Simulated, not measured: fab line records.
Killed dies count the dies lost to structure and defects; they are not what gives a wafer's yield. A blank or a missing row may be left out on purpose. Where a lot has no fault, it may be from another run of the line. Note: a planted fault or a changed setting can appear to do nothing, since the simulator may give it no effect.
fab line records / flow sky130 / part 2 of 2: steps 28 to 38 of 38
record lots=5 wafers=15 last_day=48
route steps=708 shown LDD_LDN@303 SPACER@304 POLY_CUT@307 SD_P@320 RES_XHIGH@332
lots that met no fault: from a run of the same line without faults
start_h: the number of hours between the record's first day and the start of the first shown wafer of the lot / wait_h: hours since the lot's step before / " the same as in the row above / L1.1+2: one row covering several wafers at once / - no value, or no start was given / * or withheld: withheld / < > ~ a bound
route shown NAME@n: a module of which the file shows steps, and the number in the route of the first / usual: mean/standard deviation of fault-free wafers / same: alike in all rows / chamber/n: place in a boat / sites: per-site readings / _std_site: standard deviation of those values / _edge_site: inner sites' mean taken away from outer sites' mean / radius_mm: for every site, how far away it sits from the centre of the wafer / mask NAME#n: copy n / behind: the tool/chamber that last shaped the wafer / hold: what put the lot on hold/how long, in hours/how the hold closed / device: the n, p or np transistor that did not switch / end of line: tests run on the same wafers once the route is complete / for a step that has no rows: nothing shown but its recipe / killed: at the first sort, the dies lost to defects and structure; wafer yield is something else / map: the dies of a wafer, with x for killed, . for not killed, _ for no die there
set.NAME: setting as actually run; set.NAME@STEP: the setting as run at that earlier step / model.NAME: the simulator's own value behind a step, which no gauge read
lots at some steps of the route; a table a step, a row a wafer
services: from which hour (start_h, from the record's first day; less than 0 if before it) a tool's chamber was out of use, for how many hours, and why
## steps
# step SKY_SD_P_STRIP_10
# recipe chemistry=O2/N2 power_w=1400 pressure_mtorr=1500 platen_temp_c=withheld o2_flow_sccm=3000 n2_flow_sccm=300 overash_fraction=0.5
# usual drypump_motor_current_A=5.85/0.26 n2_flow_sccm=300.1/0.88 oes_product_au=0.617/0.0046 strip_time_to_endpoint_s=17.48/0.035
lot.wafer=L076.3 tool=plasma_asher-02 chamber=1 start_h=622.05 wait_h=0.1 drypump_motor_current_A=6.08 n2_flow_sccm=299.4 oes_product_au=0.617 rf_hours_counter_h=- strip_time_to_endpoint_s=17.49
lot.wafer=L076.4 tool=plasma_asher-02 chamber=0 start_h=622.05 wait_h=0.1 drypump_motor_current_A=5.73 n2_flow_sccm=301.0 oes_product_au=0.625 rf_hours_counter_h=- strip_time_to_endpoint_s=17.50
lot.wafer=L076.6 tool=plasma_asher-02 chamber=1 start_h=622.05 wait_h=0.1 drypump_motor_current_A=6.08 n2_flow_sccm=301.2 oes_product_au=0.622 rf_hours_counter_h=- strip_time_to_endpoint_s=17.48
lot.wafer=L079.1 tool=plasma_asher-01 chamber=1 start_h=645.78 wait_h=0.1 drypump_motor_current_A=5.63 n2_flow_sccm=301.4 oes_product_au=0.618 rf_hours_counter_h=85 strip_time_to_endpoint_s=17.47
lot.wafer=L079.3 tool=plasma_asher-01 chamber=1 start_h=645.78 wait_h=0.1 drypump_motor_current_A=5.60 n2_flow_sccm=301.6 oes_product_au=0.623 rf_hours_counter_h=- strip_time_to_endpoint_s=17.48
lot.wafer=L079.4 tool=plasma_asher-01 chamber=0 start_h=645.78 wait_h=0.1 drypump_motor_current_A=6.14 n2_flow_sccm=300.2 oes_product_au=0.615 rf_hours_counter_h=- strip_time_to_endpoint_s=17.45
lot.wafer=L081.1 tool=plasma_asher-03 chamber=1 start_h=653.23 wait_h=0.1 drypump_motor_current_A=5.43 n2_flow_sccm=299.8 oes_product_au=0.620 rf_hours_counter_h=50 strip_time_to_endpoint_s=17.50
lot.wafer=L081.2 tool=plasma_asher-03 chamber=0 start_h=653.23 wait_h=0.1 drypump_motor_current_A=5.28 n2_flow_sccm=300.1 oes_product_au=0.613 rf_hours_counter_h=50 strip_time_to_endpoint_s=17.49
lot.wafer=L081.5 tool=plasma_asher-03 chamber=1 start_h=653.23 wait_h=0.1 drypump_motor_current_A=5.43 n2_flow_sccm=299.6 oes_product_au=0.619 rf_hours_counter_h=- strip_time_to_endpoint_s=17.48
lot.wafer=L087.1 tool=plasma_asher-01 chamber=1 start_h=701.85 wait_h=0.1 drypump_motor_current_A=5.59 n2_flow_sccm=298.4 oes_product_au=0.620 rf_hours_counter_h=91 strip_time_to_endpoint_s=17.54
lot.wafer=L087.2 tool=plasma_asher-01 chamber=0 start_h=701.85 wait_h=0.1 drypump_motor_current_A=6.16 n2_flow_sccm=298.9 oes_product_au=0.613 rf_hours_counter_h=91 strip_time_to_endpoint_s=17.50
lot.wafer=L087.5 tool=plasma_asher-01 chamber=0 start_h=701.85 wait_h=0.1 drypump_motor_current_A=6.16 n2_flow_sccm=299.6 oes_product_au=0.618 rf_hours_counter_h=- strip_time_to_endpoint_s=17.54
lot.wafer=L089.1 tool=plasma_asher-02 chamber=0 start_h=711.90 wait_h=0.1 drypump_motor_current_A=5.74 n2_flow_sccm=300.9 oes_product_au=0.614 rf_hours_counter_h=99 strip_time_to_endpoint_s=17.51
lot.wafer=L089.3 tool=plasma_asher-02 chamber=0 start_h=711.90 wait_h=0.1 drypump_motor_current_A=5.70 n2_flow_sccm=300.6 oes_product_au=0.616 rf_hours_counter_h=- strip_time_to_endpoint_s=17.46
lot.wafer=L089.6 tool=plasma_asher-02 chamber=0 start_h=711.90 wait_h=0.1 drypump_motor_current_A=5.75 n2_flow_sccm=300.3 oes_product_au=0.618 rf_hours_counter_h=- strip_time_to_endpoint_s=17.47
# step SKY_SD_P_TW_MEAS_11
# usual SD_P_TW=2823/21
lot.wafer=L076.3 tool=film_metro-01 chamber=- start_h=622.14 wait_h=0.1 SD_P_TW=2824
lot.wafer=L076.4 tool=film_metro-01 chamber=- start_h=622.14 wait_h=0.1 SD_P_TW=2819
lot.wafer=L076.6 tool=film_metro-01 chamber=- start_h=622.14 wait_h=0.1 SD_P_TW=2814
lot.wafer=L079.1 tool=film_metro-03 chamber=- start_h=645.88 wait_h=0.1 SD_P_TW=2848
lot.wafer=L079.3 tool=film_metro-03 chamber=- start_h=645.88 wait_h=0.1 SD_P_TW=2861
lot.wafer=L079.4 tool=film_metro-03 chamber=- start_h=645.88 wait_h=0.1 SD_P_TW=2863
lot.wafer=L081.1 tool=film_metro-04 chamber=- start_h=653.33 wait_h=0.1 SD_P_TW=2817
lot.wafer=L081.2 tool=film_metro-04 chamber=- start_h=653.33 wait_h=0.1 SD_P_TW=2824
lot.wafer=L081.5 tool=film_metro-04 chamber=- start_h=653.33 wait_h=0.1 SD_P_TW=2802
lot.wafer=L087.1 tool=film_metro-03 chamber=- start_h=701.95 wait_h=0.1 SD_P_TW=2868
lot.wafer=L087.2 tool=film_metro-03 chamber=- start_h=701.95 wait_h=0.1 SD_P_TW=2876
lot.wafer=L087.5 tool=film_metro-03 chamber=- start_h=701.95 wait_h=0.1 SD_P_TW=2855
lot.wafer=L089.1 tool=film_metro-01 chamber=- start_h=712.00 wait_h=0.1 SD_P_TW=2818
lot.wafer=L089.3 tool=film_metro-01 chamber=- start_h=712.00 wait_h=0.1 SD_P_TW=2827
lot.wafer=L089.6 tool=film_metro-01 chamber=- start_h=712.00 wait_h=0.1 SD_P_TW=2838
# step SKY_RES_XHIGH_DEHYDRATE_00
# recipe temp_c=200 time_s=60
# usual plate_temp_C=200.02/0.15
lot.wafer=L076.3 tool=litho_track-04 chamber=0 start_h=636.05 wait_h=13.9 plate_temp_C=199.95
lot.wafer=L076.4 tool=litho_track-04 chamber=0 start_h=636.05 wait_h=13.9 plate_temp_C=199.81
lot.wafer=L076.6 tool=litho_track-04 chamber=0 start_h=636.05 wait_h=13.9 plate_temp_C=200.04
lot.wafer=L079.1 tool=litho_track-02 chamber=0 start_h=659.36 wait_h=13.5 plate_temp_C=200.05
lot.wafer=L079.3 tool=litho_track-02 chamber=0 start_h=659.36 wait_h=13.5 plate_temp_C=200.01
lot.wafer=L079.4 tool=litho_track-02 chamber=0 start_h=659.36 wait_h=13.5 plate_temp_C=199.60
lot.wafer=L081.1 tool=litho_track-04 chamber=0 start_h=666.80 wait_h=13.5 plate_temp_C=200.04
lot.wafer=L081.2 tool=litho_track-04 chamber=0 start_h=666.80 wait_h=13.5 plate_temp_C=200.11
lot.wafer=L081.5 tool=litho_track-04 chamber=0 start_h=666.80 wait_h=13.5 plate_temp_C=200.03
lot.wafer=L087.1 tool=litho_track-02 chamber=0 start_h=716.26 wait_h=14.3 plate_temp_C=200.10
lot.wafer=L087.2 tool=litho_track-02 chamber=0 start_h=716.26 wait_h=14.3 plate_temp_C=199.96
lot.wafer=L087.5 tool=litho_track-02 chamber=0 start_h=716.26 wait_h=14.3 plate_temp_C=200.13
lot.wafer=L089.1 tool=litho_track-02 chamber=0 start_h=725.41 wait_h=13.4 plate_temp_C=199.83
lot.wafer=L089.3 tool=litho_track-02 chamber=0 start_h=725.41 wait_h=13.4 plate_temp_C=200.22
lot.wafer=L089.6 tool=litho_track-02 chamber=0 start_h=725.41 wait_h=13.4 plate_temp_C=200.14
# step SKY_RES_XHIGH_HMDS_01
# recipe prime_time_s=60 prime_temp_c=120
lot.wafer=L076.3+4+6 tool=litho_track-04 chamber=0 start_h=636.20 wait_h=0.1
lot.wafer=L079.1+3+4 tool=litho_track-02 chamber=0 start_h=659.51 wait_h=0.1
lot.wafer=L081.1+2+5 tool=litho_track-04 chamber=0 start_h=666.95 wait_h=0.1
lot.wafer=L087.1+2+5 tool=litho_track-02 chamber=0 start_h=716.41 wait_h=0.1
lot.wafer=L089.1+3+6 tool=litho_track-02 chamber=0 start_h=725.56 wait_h=0.1
# step SKY_RES_XHIGH_COAT_02
# recipe resist=NOVOLAK spin_rpm=3000 resist_thk_nm=1140
lot.wafer=L076.3+4+6 tool=litho_track-04 chamber=0 start_h=636.35 wait_h=0.1
lot.wafer=L079.1+3+4 tool=litho_track-02 chamber=0 start_h=659.66 wait_h=0.1
lot.wafer=L081.1+2+5 tool=litho_track-04 chamber=0 start_h=667.10 wait_h=0.1
lot.wafer=L087.1+2+5 tool=litho_track-02 chamber=0 start_h=716.56 wait_h=0.1
lot.wafer=L089.1+3+6 tool=litho_track-02 chamber=0 start_h=725.71 wait_h=0.1
# step SKY_RES_XHIGH_SOFTBAKE_03
# recipe temp_c=90 time_s=60 resist=NOVOLAK
# usual plate_temp_C=90.01/0.14
lot.wafer=L076.3 tool=litho_track-04 chamber=0 start_h=636.50 wait_h=0.1 plate_temp_C=89.74
lot.wafer=L076.4 tool=litho_track-04 chamber=0 start_h=636.50 wait_h=0.1 plate_temp_C=89.83
lot.wafer=L076.6 tool=litho_track-04 chamber=0 start_h=636.50 wait_h=0.1 plate_temp_C=89.92
lot.wafer=L079.1 tool=litho_track-02 chamber=0 start_h=659.81 wait_h=0.1 plate_temp_C=90.07
lot.wafer=L079.3 tool=litho_track-02 chamber=0 start_h=659.81 wait_h=0.1 plate_temp_C=90.13
lot.wafer=L079.4 tool=litho_track-02 chamber=0 start_h=659.81 wait_h=0.1 plate_temp_C=90.15
lot.wafer=L081.1 tool=litho_track-04 chamber=0 start_h=667.25 wait_h=0.1 plate_temp_C=90.20
lot.wafer=L081.2 tool=litho_track-04 chamber=0 start_h=667.25 wait_h=0.1 plate_temp_C=89.95
lot.wafer=L081.5 tool=litho_track-04 chamber=0 start_h=667.25 wait_h=0.1 plate_temp_C=90.14
lot.wafer=L087.1 tool=litho_track-02 chamber=0 start_h=716.71 wait_h=0.1 plate_temp_C=90.12
lot.wafer=L087.2 tool=litho_track-02 chamber=0 start_h=716.71 wait_h=0.1 plate_temp_C=90.02
lot.wafer=L087.5 tool=litho_track-02 chamber=0 start_h=716.71 wait_h=0.1 plate_temp_C=90.15
lot.wafer=L089.1 tool=litho_track-02 chamber=0 start_h=725.86 wait_h=0.1 plate_temp_C=89.97
lot.wafer=L089.3 tool=litho_track-02 chamber=0 start_h=725.86 wait_h=0.1 plate_temp_C=89.77
lot.wafer=L089.6 tool=litho_track-02 chamber=0 start_h=725.86 wait_h=0.1 plate_temp_C=89.97
# step SKY_RES_XHIGH_EXPOSE_04
# recipe mask_id=URPM na=0.6 source_shape=conventional sigma_outer=0.6 polarization=unpolarized target_cd_nm=1270 dose_mj=140
# usual stage_vel_mm_s=500.01/0.27
# same sigma_outer=0.6
lot.wafer=L076.3 tool=iline_stepper-01 chamber=0 start_h=- wait_h=- mask=URPM#0 stage_vel_mm_s=499.76
lot.wafer=L076.4 tool=iline_stepper-01 chamber=0 start_h=- wait_h=- mask=URPM#0 stage_vel_mm_s=499.86
lot.wafer=L076.6 tool=iline_stepper-01 chamber=0 start_h=- wait_h=- mask=URPM#0 stage_vel_mm_s=499.95
lot.wafer=L079.1 tool=iline_stepper-02 chamber=0 start_h=- wait_h=- mask=URPM#0 stage_vel_mm_s=499.91
lot.wafer=L079.3 tool=iline_stepper-02 chamber=0 start_h=- wait_h=- mask=URPM#0 stage_vel_mm_s=500.32
lot.wafer=L079.4 tool=iline_stepper-02 chamber=0 start_h=- wait_h=- mask=URPM#0 stage_vel_mm_s=499.98
lot.wafer=L081.1 tool=iline_stepper-02 chamber=0 start_h=- wait_h=- mask=URPM#0 stage_vel_mm_s=500.26
lot.wafer=L081.2 tool=iline_stepper-02 chamber=0 start_h=- wait_h=- mask=URPM#0 stage_vel_mm_s=499.91
lot.wafer=L081.5 tool=iline_stepper-02 chamber=0 start_h=- wait_h=- mask=URPM#0 stage_vel_mm_s=499.73
lot.wafer=L087.1 tool=iline_stepper-01 chamber=0 start_h=- wait_h=- mask=URPM#0 stage_vel_mm_s=499.65
lot.wafer=L087.2 tool=iline_stepper-01 chamber=0 start_h=- wait_h=- mask=URPM#0 stage_vel_mm_s=499.38
lot.wafer=L087.5 tool=iline_stepper-01 chamber=0 start_h=- wait_h=- mask=URPM#0 stage_vel_mm_s=499.72
lot.wafer=L089.1 tool=iline_stepper-01 chamber=0 start_h=- wait_h=- mask=URPM#0 stage_vel_mm_s=499.62
lot.wafer=L089.3 tool=iline_stepper-01 chamber=0 start_h=- wait_h=- mask=URPM#0 stage_vel_mm_s=499.92
lot.wafer=L089.6 tool=iline_stepper-01 chamber=0 start_h=- wait_h=- mask=URPM#0 stage_vel_mm_s=499.96
# step SKY_RES_XHIGH_PEB_05
# recipe temp_c=withheld time_s=* resist=NOVOLAK
lot.wafer=L076.3+4+6 tool=litho_track-04 chamber=0 start_h=- wait_h=-
lot.wafer=L079.1+3+4 tool=litho_track-03 chamber=0 start_h=- wait_h=-
lot.wafer=L081.1+2+5 tool=litho_track-04 chamber=0 start_h=- wait_h=-
lot.wafer=L087.1+2+5 tool=litho_track-03 chamber=0 start_h=- wait_h=-
lot.wafer=L089.1+3+6 tool=litho_track-04 chamber=0 start_h=- wait_h=-
# step SKY_RES_XHIGH_DEVELOP_06
# recipe resist=NOVOLAK developer=TMAH develop_time_s=60 dev_temp_c=22.05
# same develop_time_s=60
lot.wafer=L076.3+4+6 tool=litho_track-04 chamber=0 start_h=650.40 wait_h=0.1
lot.wafer=L079.1+3+4 tool=litho_track-03 chamber=0 start_h=673.83 wait_h=0.1
lot.wafer=L081.1+2+5 tool=litho_track-04 chamber=0 start_h=681.45 wait_h=0.1
lot.wafer=L087.1+2+5 tool=litho_track-03 chamber=0 start_h=729.88 wait_h=0.1
lot.wafer=L089.1+3+6 tool=litho_track-04 chamber=0 start_h=739.20 wait_h=0.1
# step SKY_RES_XHIGH_IMPLANT_07
# recipe species=BF2 energy_kev=20 dose_cm2=3.6e+14 tilt_deg=0
lot.wafer=L076.3+4+6 tool=implanter-03 chamber=0 start_h=650.55 wait_h=0.1
lot.wafer=L079.1+3+4 tool=implanter-01 chamber=0 start_h=673.98 wait_h=0.1
lot.wafer=L081.1+2+5 tool=implanter-03 chamber=0 start_h=682.10 wait_h=0.6
lot.wafer=L087.1+2+5 tool=implanter-04 chamber=0 start_h=730.03 wait_h=0.1
lot.wafer=L089.1+3+6 tool=implanter-04 chamber=0 start_h=739.35 wait_h=0.1
# step SKY_RES_XHIGH_STRIP_08
# recipe chemistry=O2/N2 power_w=1400 pressure_mtorr=1500 platen_temp_c=withheld o2_flow_sccm=3000 n2_flow_sccm=300 overash_fraction=0.5
# usual drypump_motor_current_A=5.8/0.35 n2_flow_sccm=300.1/0.82 oes_product_au=0.711/0.0046 strip_time_to_endpoint_s=14.27/0.032
lot.wafer=L076.3 tool=plasma_asher-02 chamber=0 start_h=650.68 wait_h=0.1 drypump_motor_current_A=5.7 n2_flow_sccm=300.3 oes_product_au=0.702 rf_hours_counter_h=- strip_time_to_endpoint_s=14.22
lot.wafer=L076.4 tool=plasma_asher-02 chamber=1 start_h=650.68 wait_h=0.1 drypump_motor_current_A=6.0 n2_flow_sccm=299.7 oes_product_au=0.715 rf_hours_counter_h=- strip_time_to_endpoint_s=14.26
lot.wafer=L076.6 tool=plasma_asher-02 chamber=1 start_h=650.68 wait_h=0.1 drypump_motor_current_A=6.0 n2_flow_sccm=300.0 oes_product_au=0.711 rf_hours_counter_h=- strip_time_to_endpoint_s=14.25
lot.wafer=L079.1 tool=plasma_asher-01 chamber=1 start_h=674.13 wait_h=0.1 drypump_motor_current_A=5.6 n2_flow_sccm=299.5 oes_product_au=0.708 rf_hours_counter_h=88 strip_time_to_endpoint_s=14.32
lot.wafer=L079.3 tool=plasma_asher-01 chamber=1 start_h=674.13 wait_h=0.1 drypump_motor_current_A=5.6 n2_flow_sccm=300.8 oes_product_au=0.715 rf_hours_counter_h=- strip_time_to_endpoint_s=14.28
lot.wafer=L079.4 tool=plasma_asher-01 chamber=0 start_h=674.13 wait_h=0.1 drypump_motor_current_A=6.2 n2_flow_sccm=299.9 oes_product_au=0.709 rf_hours_counter_h=- strip_time_to_endpoint_s=14.27
lot.wafer=L081.1 tool=plasma_asher-01 chamber=1 start_h=682.25 wait_h=0.1 drypump_motor_current_A=5.6 n2_flow_sccm=300.0 oes_product_au=0.707 rf_hours_counter_h=89 strip_time_to_endpoint_s=14.20
lot.wafer=L081.2 tool=plasma_asher-01 chamber=0 start_h=682.25 wait_h=0.1 drypump_motor_current_A=6.2 n2_flow_sccm=300.3 oes_product_au=0.715 rf_hours_counter_h=89 strip_time_to_endpoint_s=14.24
lot.wafer=L081.5 tool=plasma_asher-01 chamber=1 start_h=682.25 wait_h=0.1 drypump_motor_current_A=5.6 n2_flow_sccm=299.4 oes_product_au=0.712 rf_hours_counter_h=- strip_time_to_endpoint_s=14.26
lot.wafer=L087.1 tool=plasma_asher-01 chamber=0 start_h=730.18 wait_h=0.1 drypump_motor_current_A=6.1 n2_flow_sccm=300.3 oes_product_au=0.716 rf_hours_counter_h=94 strip_time_to_endpoint_s=14.26
lot.wafer=L087.2 tool=plasma_asher-01 chamber=1 start_h=730.18 wait_h=0.1 drypump_motor_current_A=5.6 n2_flow_sccm=300.1 oes_product_au=0.709 rf_hours_counter_h=94 strip_time_to_endpoint_s=14.26
lot.wafer=L087.5 tool=plasma_asher-01 chamber=1 start_h=730.18 wait_h=0.1 drypump_motor_current_A=5.6 n2_flow_sccm=300.7 oes_product_au=0.708 rf_hours_counter_h=- strip_time_to_endpoint_s=14.26
lot.wafer=L089.1 tool=plasma_asher-01 chamber=0 start_h=739.50 wait_h=0.1 drypump_motor_current_A=6.1 n2_flow_sccm=302.2 oes_product_au=0.711 rf_hours_counter_h=95 strip_time_to_endpoint_s=14.29
lot.wafer=L089.3 tool=plasma_asher-01 chamber=0 start_h=739.50 wait_h=0.1 drypump_motor_current_A=6.2 n2_flow_sccm=300.2 oes_product_au=0.706 rf_hours_counter_h=- strip_time_to_endpoint_s=14.29
lot.wafer=L089.6 tool=plasma_asher-01 chamber=0 start_h=739.50 wait_h=0.1 drypump_motor_current_A=6.1 n2_flow_sccm=302.0 oes_product_au=0.714 rf_hours_counter_h=- strip_time_to_endpoint_s=14.28
## services
tool=krf_scanner-01 chamber=- start_h=539.64 hours=1.3 kind=pm
tool=iline_stepper-02 chamber=- start_h=540.41 hours=1.7 kind=pm
tool=rie_diel-02 chamber=3 start_h=550.47 hours=7.9 kind=repair
tool=krf_scanner-01 chamber=- start_h=564.46 hours=1.0 kind=repair
tool=rie_diel-03 chamber=- start_h=568.48 hours=0.2 kind=repair
tool=krf_scanner-01 chamber=- start_h=574.01 hours=0.5 kind=repair
tool=lpcvd-02 chamber=- start_h=579.01 hours=2.8 kind=pm
tool=plasma_asher-01 chamber=- start_h=581.99 hours=2.8 kind=pm
tool=iline_stepper-01 chamber=- start_h=582.10 hours=1.7 kind=pm
tool=implanter-03 chamber=- start_h=591.04 hours=3.4 kind=repair
tool=rie_diel-02 chamber=2 start_h=598.04 hours=6.3 kind=repair
tool=rie_diel-02 chamber=3 start_h=599.52 hours=4.2 kind=repair
tool=iline_stepper-02 chamber=- start_h=603.52 hours=2.1 kind=pm
tool=krf_scanner-01 chamber=- start_h=607.23 hours=1.0 kind=pm
tool=rie_diel-02 chamber=3 start_h=607.35 hours=1.9 kind=repair
tool=implanter-03 chamber=- start_h=629.74 hours=9.3 kind=repair
tool=krf_scanner-01 chamber=- start_h=632.45 hours=0.8 kind=pm
tool=iline_stepper-01 chamber=- start_h=660.38 hours=8.9 kind=pm
tool=rie_diel-02 chamber=- start_h=668.00 hours=9.3 kind=repair
tool=iline_stepper-01 chamber=- start_h=673.61 hours=8.3 kind=repair
tool=implanter-01 chamber=- start_h=679.62 hours=31.2 kind=repair
tool=iline_stepper-01 chamber=- start_h=704.44 hours=11.3 kind=repair
tool=rie_diel-02 chamber=2 start_h=731.30 hours=22.1 kind=repair
tool=rie_diel-02 chamber=0 start_h=739.44 hours=11.8 kind=repair
